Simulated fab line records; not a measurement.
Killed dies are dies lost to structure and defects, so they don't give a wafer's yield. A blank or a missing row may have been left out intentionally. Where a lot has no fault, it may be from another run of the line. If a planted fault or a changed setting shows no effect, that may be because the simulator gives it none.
fab line records -- flow sky130
[record] lots = 6, wafers = 18, last_day = 51
route steps=708 shown LOCAL_INTERCONNECT@400 CONTACT@406 PAD_OPEN@708
lots untouched by any fault: they come from a run of this same line in which no faults occurred
start_h: hours from the record's opening day to when the first of the lot's shown wafers began -- wait_h: hours from the lot's prior step to this one -- " as in the row above -- L1.1+2: one row covering several wafers at once -- - either no value or no given start -- * or withheld: withheld -- < > ~ a bound
route shown NAME@n: names a module that has steps shown in the file, with the first one's number in the route -- usual: mean and standard deviation over wafers with no fault -- same: alike in all rows -- chamber/n: place in a boat -- sites: each site's reading -- _std_site: standard deviation of those values -- _edge_site: the outer-site mean with the inner-site mean subtracted -- radius_mm: for every site, how far away it sits from the centre of the wafer -- mask NAME#n: copy n -- behind: the most recent tool/chamber to have shaped the wafer -- hold: why the lot went on hold/how many hours it stayed there/how the hold came to an end -- device: the transistor (n, p or np) that didn't switch -- end of line: the same wafers' tests at the end of the route -- for a step that has no rows: nothing shown but its recipe -- killed: the dies lost at the first sort to structure and to defects; this is not the yield of the wafer -- map: a wafer's dies, x killed, . not, _ none there
set.NAME: the run value of the setting; set.NAME@STEP: its run value at that earlier step -- model.NAME: the simulator's own value behind a step, which no gauge read
lots at some steps of the route; a table a step, a row a wafer
services: a tool's chamber out of use, with start hour (start_h, from the record's first day; less than 0 if before it), hours out, and reason
[[steps]]
[step SKY_LOCAL_INTERCONNECT_ETCH_13]
[recipe] chemistry = N2/H2, target = BARC, ion_energy_ev = 200, bias_w = 100, pressure_mtorr = 30, n2_flow_sccm = 100, h2_flow_sccm = 200, icp_w = 500, stop_on = SiO2, time_s = 45.9, target_depth_a = 600
[usual] drypump_motor_current_A = 5.6/0.42, he_backside_leak_sccm = 3.40/0.16, oes_product_au = 0.855/0.0049, throttle_valve_pct = 13.223/0.0099
lot.wafer,tool,chamber,start_h,wait_h,drypump_motor_current_A,he_backside_leak_sccm,oes_product_au,rf_hours_counter_h,throttle_valve_pct
L167.1,rie_metal-01,1,783.54,0.0,5.1,3.59,0.851,10,13.234
L167.2,rie_metal-01,1,783.54,0.0,5.1,3.73,0.851,-,13.226
L167.3,rie_metal-01,1,783.54,0.0,5.1,3.75,0.852,-,13.201
L179.2,rie_metal-04,1,866.71,0.0,5.8,3.17,0.855,0,13.210
L179.3,rie_metal-04,0,866.71,0.0,5.5,3.47,0.855,-,13.239
L179.6,rie_metal-04,1,866.71,0.0,5.8,3.15,0.860,-,13.249
L181.2,rie_metal-04,0,875.74,0.0,5.5,3.37,0.855,19,13.219
L181.5,rie_metal-04,0,875.74,0.0,5.5,3.54,0.851,-,13.206
L181.6,rie_metal-04,1,875.74,0.0,5.9,3.16,0.855,-,13.204
L182.1,rie_metal-02,1,882.73,0.0,6.3,3.28,0.857,9,13.219
L182.5,rie_metal-02,1,882.73,0.0,6.3,3.38,0.857,-,13.229
L182.6,rie_metal-02,0,882.73,0.0,5.4,3.38,0.862,-,13.228
L184.3,rie_metal-02,0,899.98,0.0,5.3,3.37,0.848,-,13.217
L184.5,rie_metal-02,1,899.98,0.0,6.3,3.24,0.848,-,13.206
L184.6,rie_metal-02,0,899.98,0.0,5.4,3.29,0.851,-,13.220
L185.1,rie_metal-02,1,904.01,0.0,6.3,3.19,0.851,10,13.233
L185.4,rie_metal-02,1,904.01,0.0,6.3,3.18,0.850,-,13.232
L185.5,rie_metal-02,0,904.01,0.0,5.4,3.35,0.857,-,13.215
[step SKY_LOCAL_INTERCONNECT_METAL_ETCH_14]
[recipe] target_depth_nm = 110, stop_on = PSG, chemistry = Cl2/BCl3, target = TiN, resist_sidewall_deg = 88, pressure_mtorr = 10, icp_w = 900, bias_w = 48.5, Cl2_flow_sccm = 60, bcl3_flow_sccm = 30, time_s = 31.4
[usual] drypump_motor_current_A = 5.6/0.42, he_backside_leak_sccm = 3.42/0.22, oes_product_au = 0.941/0.0072, throttle_valve_pct = 21.902/0.01
lot.wafer,tool,chamber,start_h,wait_h,drypump_motor_current_A,he_backside_leak_sccm,oes_product_au,rf_hours_counter_h,throttle_valve_pct
L167.1,rie_metal-01,1,783.67,0.1,5.1,3.80,0.935,10,21.913
L167.2,rie_metal-01,1,783.67,0.1,5.1,3.79,0.940,-,21.887
L167.3,rie_metal-01,1,783.67,0.1,5.1,3.71,0.935,-,21.896
L179.2,rie_metal-04,1,866.77,0.0,5.9,3.06,0.940,0,21.898
L179.3,rie_metal-04,0,866.77,0.0,5.5,5.14,0.944,-,21.890
L179.6,rie_metal-04,1,866.77,0.0,5.8,3.06,0.955,-,21.895
L181.2,rie_metal-04,0,875.80,0.0,5.5,3.43,0.946,19,21.879
L181.5,rie_metal-04,0,875.80,0.0,5.6,3.56,0.953,-,21.905
L181.6,rie_metal-04,1,875.80,0.0,5.9,3.28,0.954,-,21.901
L182.1,rie_metal-02,1,882.80,0.0,6.3,3.39,0.938,9,21.915
L182.5,rie_metal-02,1,882.80,0.0,6.3,3.27,0.936,-,21.891
L182.6,rie_metal-02,0,882.80,0.0,5.4,3.33,0.941,-,21.904
L184.3,rie_metal-02,0,900.04,0.0,5.3,3.37,0.929,-,21.898
L184.5,rie_metal-02,1,900.04,0.0,6.3,3.16,0.934,-,21.914
L184.6,rie_metal-02,0,900.04,0.0,5.3,3.44,0.926,-,21.906
L185.1,rie_metal-02,1,904.07,0.0,6.3,3.43,0.953,10,21.885
L185.4,rie_metal-02,1,904.07,0.0,6.3,3.42,0.945,-,21.905
L185.5,rie_metal-02,0,904.07,0.0,5.4,3.39,0.947,-,21.889
[step SKY_LOCAL_INTERCONNECT_STRIP_15]
[recipe] chemistry = O2/N2, power_w = 1400, pressure_mtorr = 1500, platen_temp_c = withheld, o2_flow_sccm = 3000, n2_flow_sccm = 300, overash_fraction = 0.5
[usual] drypump_motor_current_A = 5.5/0.48, o2_flow_sccm = 3001/9.9, oes_product_au = 0.430/0.0044, strip_time_to_endpoint_s = 4.790/0.025
lot.wafer,tool,chamber,start_h,wait_h,drypump_motor_current_A,o2_flow_sccm,oes_product_au,rf_hours_counter_h,strip_time_to_endpoint_s
L167.1,plasma_asher-02,0,783.77,0.1,4.8,3003,0.436,64,4.768
L167.2,plasma_asher-02,1,783.77,0.1,6.7,3007,0.424,64,4.762
L167.3,plasma_asher-02,1,783.77,0.1,6.7,3002,0.427,-,4.761
L179.2,plasma_asher-04,1,866.82,0.0,5.4,3002,0.432,44,4.799
L179.3,plasma_asher-04,1,866.82,0.0,5.4,3006,0.428,-,4.826
L179.6,plasma_asher-04,1,866.82,0.0,5.4,3012,0.433,-,4.813
L181.2,plasma_asher-04,0,875.85,0.0,5.8,2989,0.434,45,4.806
L181.5,plasma_asher-04,1,875.85,0.0,5.4,2996,0.425,-,4.835
L181.6,plasma_asher-04,0,875.85,0.0,5.8,3008,0.426,-,4.806
L182.1,plasma_asher-03,0,882.85,0.0,5.8,2998,0.426,105,4.760
L182.5,plasma_asher-03,1,882.85,0.0,5.1,2996,0.423,-,4.755
L182.6,plasma_asher-03,0,882.85,0.0,5.8,3002,0.424,-,4.763
L184.3,plasma_asher-03,1,900.10,0.1,5.1,3010,0.431,-,4.809
L184.5,plasma_asher-03,0,900.10,0.1,5.7,2994,0.431,-,4.791
L184.6,plasma_asher-03,1,900.10,0.1,5.1,3009,0.428,-,4.820
L185.1,plasma_asher-03,1,904.12,0.0,5.1,3025,0.426,107,4.780
L185.4,plasma_asher-03,0,904.12,0.0,5.8,2987,0.426,-,4.776
L185.5,plasma_asher-03,1,904.12,0.0,5.1,3014,0.432,-,4.799
[step SKY_LOCAL_INTERCONNECT_STRIP_16]
[recipe] chemistry = post_etch_residue_remover, time_s = 1200, temp_c = 72.5
[step SKY_LOCAL_INTERCONNECT_CLEAN_17]
[recipe] chemistry = IPA, time_s = 180, temp_c = 25
[step SKY_LOCAL_INTERCONNECT_CLEAN_18]
[recipe] chemistry = O3/DIW, dry = n2_spin
[step SKY_CONTACT_CVD_00]
[recipe] material = Si3N4, target_thk_nm = 75, temp_c = 400, time_s = withheld, rf_w = 450
[usual] heater_power_w = 693/100
lot.wafer,tool,chamber,start_h,wait_h,heater_power_w
L167.1,pecvd-01,2,784.86,0.0,623
L167.2,pecvd-01,1,784.86,0.0,821
L167.3,pecvd-01,0,784.86,0.0,662
L179.2,pecvd-01,0,867.41,0.0,768
L179.3,pecvd-01,2,867.41,0.0,562
L179.6,pecvd-01,0,867.41,0.0,777
L181.2,pecvd-02,2,876.45,0.0,758
L181.5,pecvd-02,2,876.45,0.0,760
L181.6,pecvd-02,0,876.45,0.0,480
L182.1,pecvd-01,2,883.44,0.0,643
L182.5,pecvd-01,1,883.44,0.0,755
L182.6,pecvd-01,2,883.44,0.0,658
L184.3,pecvd-02,1,900.66,0.0,726
L184.5,pecvd-02,0,900.66,0.0,566
L184.6,pecvd-02,1,900.66,0.0,715
L185.1,pecvd-02,1,904.71,0.0,614
L185.4,pecvd-02,2,904.71,0.0,821
L185.5,pecvd-02,0,904.71,0.0,540
[step SKY_CONTACT_THK_MEAS_01]
[recipe] reads = Si3N4_of_CONTACT_CVD_00
[usual] CONTACT_CVD_00_THK = 75.1/1.1
lot.wafer,tool,chamber,start_h,wait_h,CONTACT_CVD_00_THK[nm]
L167.1,film_metro-01,-,784.89,-,74.0
L167.2,film_metro-01,-,784.89,-,74.7
L167.3,film_metro-01,-,784.89,-,73.7
L179.2,film_metro-03,-,867.46,-,75.1
L179.3,film_metro-03,-,867.46,-,75.7
L179.6,film_metro-03,-,867.46,-,77.2
L181.2,film_metro-01,-,876.50,-,74.5
L181.5,film_metro-01,-,876.50,-,75.3
L181.6,film_metro-01,-,876.50,-,75.7
L182.1,film_metro-02,-,883.48,-,74.5
L182.5,film_metro-02,-,883.48,-,76.0
L182.6,film_metro-02,-,883.48,-,76.4
L184.3,film_metro-01,-,900.72,-,73.8
L184.5,film_metro-01,-,900.72,-,74.9
L184.6,film_metro-01,-,900.72,-,74.4
L185.1,film_metro-03,-,904.75,-,72.7
L185.4,film_metro-03,-,904.75,-,75.2
L185.5,film_metro-03,-,904.75,-,74.9
[step SKY_CONTACT_HDPCVD_02]
[recipe] material = SiO2, target_thk_nm = 565, sigma_open_frac = 0.3, time_s = 94.2, temp_c = 600, sih4_flow_sccm = 60, pressure_mtorr = 6
[step SKY_CONTACT_THK_MEAS_03]
[recipe] reads = SiO2_of_CONTACT_HDPCVD_02
[usual] CONTACT_HDPCVD_THK = 568/5.4
lot.wafer,tool,chamber,start_h,wait_h,CONTACT_HDPCVD_THK[nm]
L167.1,film_metro-03,-,785.02,0.0,571
L167.2,film_metro-03,-,785.02,0.0,570
L167.3,film_metro-03,-,785.02,0.0,569
L179.2,film_metro-03,-,867.58,0.0,567
L179.3,film_metro-03,-,867.58,0.0,564
L179.6,film_metro-03,-,867.58,0.0,571
L181.2,film_metro-02,-,876.64,0.1,564
L181.5,film_metro-02,-,876.64,0.1,572
L181.6,film_metro-02,-,876.64,0.1,573
L182.1,film_metro-03,-,883.61,0.0,557
L182.5,film_metro-03,-,883.61,0.0,551
L182.6,film_metro-03,-,883.61,0.0,554
L184.3,film_metro-03,-,900.84,0.1,568
L184.5,film_metro-03,-,900.84,0.1,565
L184.6,film_metro-03,-,900.84,0.1,560
L185.1,film_metro-02,-,904.87,0.0,571
L185.4,film_metro-02,-,904.87,0.0,574
L185.5,film_metro-02,-,904.87,0.0,568
[step SKY_CONTACT_CMP_04]
[recipe] material = SiO2, down_force_psi = 4, platen_rpm = 60, pad_velocity_m_s = 0.94248
[usual] head_pressure_psi = 4.001/0.0082, motor_current_A = 12.2/0.77, slurry_filter_dp_kPa = 13.51/0.14, time_to_endpoint_s = 85/4.1
lot.wafer,tool,chamber,start_h,wait_h,head_pressure_psi,motor_current_A,slurry_filter_dp_kPa,time_to_endpoint_s
L167.2,cmp-01,3,785.13,0.1,3.999,12.7,13.56,85
L167.3,cmp-01,0,785.13,0.1,3.986,12.9,13.64,82
L167.1,cmp-01,1,785.13,0.1,4.003,11.8,13.28,84
L179.2,cmp-01,2,867.63,0.0,4.003,12.9,13.56,81
L179.3,cmp-01,3,867.63,0.0,4.009,12.6,13.38,84
L179.6,cmp-01,2,867.63,0.0,3.991,11.8,13.38,82
L181.2,cmp-01,0,876.74,0.1,3.994,12.5,13.50,85
L181.6,cmp-01,3,876.74,0.1,3.996,12.0,13.53,93
L181.5,cmp-01,0,876.74,0.1,4.002,12.8,13.52,91
L182.1,cmp-02,1,883.72,0.1,3.999,12.9,13.53,83
L182.5,cmp-02,0,883.72,0.1,4.000,12.2,13.54,78
L182.6,cmp-02,1,883.72,0.1,3.995,12.2,13.30,80
L184.3,cmp-02,1,900.88,0.0,3.996,12.4,13.68,85
L184.6,cmp-02,1,900.88,0.0,4.003,13.4,13.59,83
L184.5,cmp-02,2,900.88,0.0,3.992,10.7,13.46,86
L185.1,cmp-02,3,905.09,0.2,4.014,12.6,13.28,82
L185.4,cmp-02,0,905.09,0.2,4.002,11.6,13.55,84
L185.5,cmp-02,2,905.09,0.2,4.014,10.7,13.38,88
[step SKY_CONTACT_BOW_MEAS_05]
[recipe] mode = bow
[usual] CONTACT_BOW = 80/5.6
lot.wafer,tool,chamber,start_h,wait_h,CONTACT_BOW[um]
L167.1,film_metro-01,-,785.38,0.1,78
L167.2,film_metro-01,-,785.38,0.1,80
L167.3,film_metro-01,-,785.38,0.1,74
L179.2,film_metro-03,-,867.95,0.3,83
L179.3,film_metro-03,-,867.95,0.3,73
L179.6,film_metro-03,-,867.95,0.3,87
L181.2,film_metro-02,-,877.01,0.2,81
L181.5,film_metro-02,-,877.01,0.2,83
L181.6,film_metro-02,-,877.01,0.2,71
L182.1,film_metro-01,-,883.97,0.2,74
L182.5,film_metro-01,-,883.97,0.2,69
L182.6,film_metro-01,-,883.97,0.2,83
L184.3,film_metro-02,-,901.22,0.3,81
L184.5,film_metro-02,-,901.22,0.3,74
L184.6,film_metro-02,-,901.22,0.3,76
L185.1,film_metro-02,-,905.29,0.1,87
L185.4,film_metro-02,-,905.29,0.1,84
L185.5,film_metro-02,-,905.29,0.1,78
[step SKY_CONTACT_DEHYDRATE_06]
[recipe] temp_c = 200, time_s = 60
[usual] heater_power_total_W = 160.38/0.13, plate_temp_C = 199.99/0.17
lot.wafer,tool,chamber,start_h,wait_h,heater_power_total_W,plate_temp_C
L167.1,litho_track-04,0,797.75,12.4,160.35,200.00
L167.2,litho_track-04,0,797.75,12.4,160.56,200.37
L167.3,litho_track-04,0,797.75,12.4,160.46,199.90
L179.2,litho_track-02,0,880.27,12.3,160.25,200.24
L179.3,litho_track-02,0,880.27,12.3,160.44,199.76
L179.6,litho_track-02,0,880.27,12.3,160.39,199.81
L181.2,litho_track-04,0,890.22,13.2,164.89,204.80
L181.5,litho_track-04,0,890.22,13.2,165.09,204.91
L181.6,litho_track-04,0,890.22,13.2,165.28,204.97
L182.1,litho_track-04,0,896.55,12.6,165.30,204.82
L182.5,litho_track-04,0,896.55,12.6,165.14,204.58
L182.6,litho_track-04,0,896.55,12.6,165.16,204.79
L184.3,litho_track-02,0,913.45,12.2,160.43,199.82
L184.5,litho_track-02,0,913.45,12.2,160.47,199.70
L184.6,litho_track-02,0,913.45,12.2,160.59,199.76
L185.1,litho_track-02,0,918.60,13.3,160.36,199.95
L185.4,litho_track-02,0,918.60,13.3,160.42,200.07
L185.5,litho_track-02,0,918.60,13.3,160.48,200.13
[step SKY_CONTACT_HMDS_07]
[recipe] prime_time_s = 60, prime_temp_c = 120
[step SKY_PAD_OPEN_PROBE_99]
[usual] killed_at_M0_to_M3 = 43/6.4, killed_at_M4_up = 3.3/1.9, killed_at_contacts = 24/5.7, killed_at_front_end = 15/4.7, killed_at_other = 0.3/0.48, killed_dies = 86/9.2, killed_open = 47/7, killed_short = 39/6.5
[same] gross_dies = 492, killed_at_back_side = 0
lot.wafer,tool,chamber,start_h,wait_h,killed_at_M0_to_M3,killed_at_M4_up,killed_at_contacts,killed_at_front_end,killed_at_other,killed_dies,killed_open,killed_short
L167.1,prober-02,-,1148.80,0.1,46,2,14,23,1,86,51,35
L167.2,prober-02,-,1148.85,0.1,37,2,24,12,0,75,47,28
L167.3,prober-02,-,1148.90,0.2,41,1,24,15,1,82,41,41
L179.2,prober-02,-,1203.86,0.1,42,4,30,10,1,87,45,42
L179.3,prober-02,-,1203.91,0.2,43,2,26,13,0,84,56,28
L179.6,prober-02,-,1204.06,0.2,43,4,34,6,0,87,54,33
L181.2,prober-02,-,1208.71,0.1,52,8,23,17,0,100,48,52
L181.5,prober-02,-,1208.86,0.2,56,3,34,17,1,111,68,43
L181.6,prober-02,-,1208.91,0.2,50,1,29,13,0,93,41,52
L182.1,prober-01,-,1211.36,0.1,35,5,17,22,0,79,38,41
L182.5,prober-01,-,1211.56,0.2,35,3,15,27,0,80,43,37
L182.6,prober-01,-,1211.61,0.2,33,3,27,23,0,86,43,43
L184.3,prober-01,-,1223.15,0.2,53,2,15,18,0,88,43,44
L184.5,prober-01,-,1223.25,0.2,42,1,27,13,1,84,56,27
L184.6,prober-01,-,1223.30,0.2,42,5,24,13,0,84,44,39
L185.1,prober-02,-,1224.83,0.1,31,2,35,26,1,95,45,50
L185.4,prober-02,-,1224.98,0.2,45,6,23,18,1,93,42,51
L185.5,prober-02,-,1225.03,0.2,42,3,28,18,1,92,54,38
// killed by level:class
L167.1 VIA1:geometric_particle:open=13 FIELD_ISO:geometric_particle:short=6 POLY_GATE:geometric_particle:open=6 VIA2:geometric_particle:open=6 VIA3:geometric_particle:open=6 FIELD_ISO:geometric_particle:open=5 POLY_GATE:geometric_particle:short=5 METAL2:geometric_particle:short=5
L167.2 LI_CONTACT:geometric_particle:open=10 VIA1:geometric_particle:open=9 VIA3:geometric_particle:open=9 CONTACT:geometric_particle:open=7 VIA2:geometric_particle:open=6 FIELD_ISO:geometric_particle:short=5 POLY_GATE:geometric_particle:open=4 LI_CONTACT:geometric_particle:short=4
L167.3 VIA2:geometric_particle:open=9 LI_CONTACT:geometric_particle:open=8 VIA2:geometric_particle:short=8 CONTACT:geometric_particle:open=7 VIA1:geometric_particle:open=6 VIA1:geometric_particle:short=5 FIELD_ISO:geometric_particle:short=4 METAL1:geometric_particle:short=4
L179.2 VIA1:geometric_particle:open=17 VIA1:geometric_particle:short=9 LOCAL_INTERCONNECT:geometric_particle:short=9 LI_CONTACT:geometric_particle:open=7 CONTACT:geometric_particle:open=6 CONTACT:geometric_particle:short=5 METAL1:geometric_particle:short=5 METAL2:geometric_particle:short=4
L179.3 VIA1:geometric_particle:open=15 LI_CONTACT:geometric_particle:open=10 CONTACT:geometric_particle:open=9 VIA3:geometric_particle:open=7 POLY_GATE:geometric_particle:short=5 VIA1:geometric_particle:short=4 CONTACT:geometric_particle:short=4 VIA3:geometric_particle:short=4
L179.6 CONTACT:geometric_particle:open=17 VIA1:geometric_particle:open=9 VIA3:geometric_particle:open=8 LI_CONTACT:geometric_particle:open=7 METAL2:geometric_particle:short=5 VIA3:geometric_particle:short=5 LOCAL_INTERCONNECT:geometric_particle:short=4 VIA1:geometric_particle:short=4
L181.2 VIA1:geometric_particle:open=13 METAL2:geometric_particle:short=10 CONTACT:geometric_particle:short=8 CONTACT:geometric_particle:open=8 METAL1:geometric_particle:short=7 FIELD_ISO:geometric_particle:open=5 METAL4:geometric_particle:short=5 FIELD_ISO:geometric_particle:short=4
L181.5 VIA1:geometric_particle:open=16 CONTACT:geometric_particle:open=14 VIA2:geometric_particle:open=7 LI_CONTACT:geometric_particle:open=7 METAL1:geometric_particle:short=7 VIA3:geometric_particle:open=6 CONTACT:geometric_particle:short=5 VIA1:geometric_particle:short=5
L181.6 CONTACT:geometric_particle:open=12 VIA1:geometric_particle:open=7 VIA1:geometric_particle:short=7 METAL2:geometric_particle:short=7 LOCAL_INTERCONNECT:geometric_particle:short=6 METAL3:geometric_particle:short=6 LI_CONTACT:geometric_particle:open=5 VIA3:geometric_particle:open=5
L182.1 POLY_GATE:geometric_particle:open=8 VIA1:geometric_particle:short=7 VIA2:geometric_particle:open=6 VIA1:geometric_particle:open=5 LOCAL_INTERCONNECT:geometric_particle:short=5 METAL2:geometric_particle:short=5 POLY_GATE:geometric_particle:short=4 LI_CONTACT:geometric_particle:open=4
L182.5 VIA1:geometric_particle:open=15 POLY_GATE:geometric_particle:open=9 POLY_GATE:geometric_particle:short=6 FIELD_ISO:geometric_particle:short=5 CONTACT:geometric_particle:short=4 CONTACT:geometric_particle:open=4 METAL1:geometric_particle:short=4 VIA3:geometric_particle:open=4
L182.6 VIA1:geometric_particle:open=10 CONTACT:geometric_particle:open=9 LOCAL_INTERCONNECT:geometric_particle:short=7 FIELD_ISO:geometric_particle:short=6 VIA2:geometric_particle:open=6 CONTACT:geometric_particle:short=6 FIELD_ISO:geometric_particle:open=5 POLY_GATE:geometric_particle:open=5
L184.3 VIA1:geometric_particle:open=14 VIA2:geometric_particle:open=9 VIA3:geometric_particle:open=6 POLY_GATE:geometric_particle:short=5 LI_CONTACT:geometric_particle:open=5 VIA1:geometric_particle:short=5 METAL2:geometric_particle:short=5 VIA2:geometric_particle:short=5
L184.5 VIA1:geometric_particle:open=15 CONTACT:geometric_particle:open=12 VIA2:geometric_particle:open=7 LI_CONTACT:geometric_particle:open=6 VIA1:geometric_particle:short=5 VIA3:geometric_particle:open=5 FIELD_ISO:geometric_particle:open=4 METAL1:geometric_particle:short=4
L184.6 VIA2:geometric_particle:open=9 CONTACT:geometric_particle:open=8 VIA1:geometric_particle:open=7 METAL2:geometric_particle:short=6 LOCAL_INTERCONNECT:geometric_particle:short=5 CONTACT:geometric_particle:short=5 VIA3:geometric_particle:open=5 FIELD_ISO:geometric_particle:short=4
L185.1 CONTACT:geometric_particle:open=12 FIELD_ISO:geometric_particle:open=9 LI_CONTACT:geometric_particle:open=9 POLY_GATE:geometric_particle:short=8 VIA1:geometric_particle:open=7 LOCAL_INTERCONNECT:geometric_particle:short=7 METAL3:geometric_particle:short=6 METAL2:geometric_particle:short=5
L185.4 VIA1:geometric_particle:open=10 LI_CONTACT:geometric_particle:open=8 FIELD_ISO:geometric_particle:short=6 CONTACT:geometric_particle:open=6 METAL2:geometric_particle:short=6 METAL3:geometric_particle:short=5 CONTACT:geometric_particle:short=5 VIA1:geometric_particle:short=5
L185.5 CONTACT:geometric_particle:open=10 VIA1:geometric_particle:open=10 CONTACT:geometric_particle:short=7 VIA3:geometric_particle:open=7 FIELD_ISO:geometric_particle:open=6 LI_CONTACT:geometric_particle:open=6 METAL2:geometric_particle:short=6 VIA2:geometric_particle:open=5
[[services]]
tool,chamber,start_h,hours,kind
rie_metal-04,1,763.20,7.7,repair
rie_metal-02,0,776.48,-,clean
rie_metal-02,0,776.48,21.2,scheduled_down
rie_metal-02,0,776.48,21.2,vent_cycle
cmp-01,-,778.72,6.0,pm
pecvd-02,0,781.23,4.6,repair
plasma_asher-03,-,785.20,0.7,repair
rie_metal-01,-,794.44,0.3,repair
cmp-02,-,798.86,16.5,pm
cmp-01,-,818.55,3.1,repair
cmp-01,-,823.95,0.3,repair
pecvd-01,-,831.44,2.8,pm
plasma_asher-02,-,834.87,1.0,repair
rie_metal-04,1,836.68,-,clean
rie_metal-04,1,836.68,17.0,scheduled_down
rie_metal-04,1,836.68,17.0,vent_cycle
plasma_asher-02,-,842.66,2.9,repair
pecvd-01,1,855.88,3.6,repair
pecvd-02,-,858.88,1.1,repair
cmp-01,-,859.91,4.6,pm
rie_metal-04,0,892.00,-,clean
rie_metal-01,0,898.90,26.7,repair
plasma_asher-04,-,908.31,28.1,pm
cmp-02,-,912.29,4.0,pm
[[key]]
[first_sign] step = SKY_CONTACT_DEHYDRATE_06, reading = heater_power_total_W, direction = up, sigmas = 38, usual = *, struck = *
[effect] step = SKY_CONTACT_DEHYDRATE_06, reading = plate_temp_C, direction = up, sigmas = 29, usual = *, struck = *
met_at SKY_CONTACT_DEHYDRATE_06
struck_wafers L181.2,L181.5,L181.6,L182.1,L182.5,L182.6
tester_left_out L181,L182
onset_between 797.75 890.22
[fault] kind = process_parameter_drift, tool = litho_track-04, chamber = -, onset_h = 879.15, steps = SKY_CONTACT_DEHYDRATE_06, channel = temp_c, offset = *, shape = step, end_h = 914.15, acts_in = *, stated = *
// tester_left_out: of these lots the tester's yield and bins aren't shown, on N5 and GAA mostly nor the transistor test; their killed dies are dies lost to structure and defects alone, not to doping, threshold or leakage, so they don't give the yield
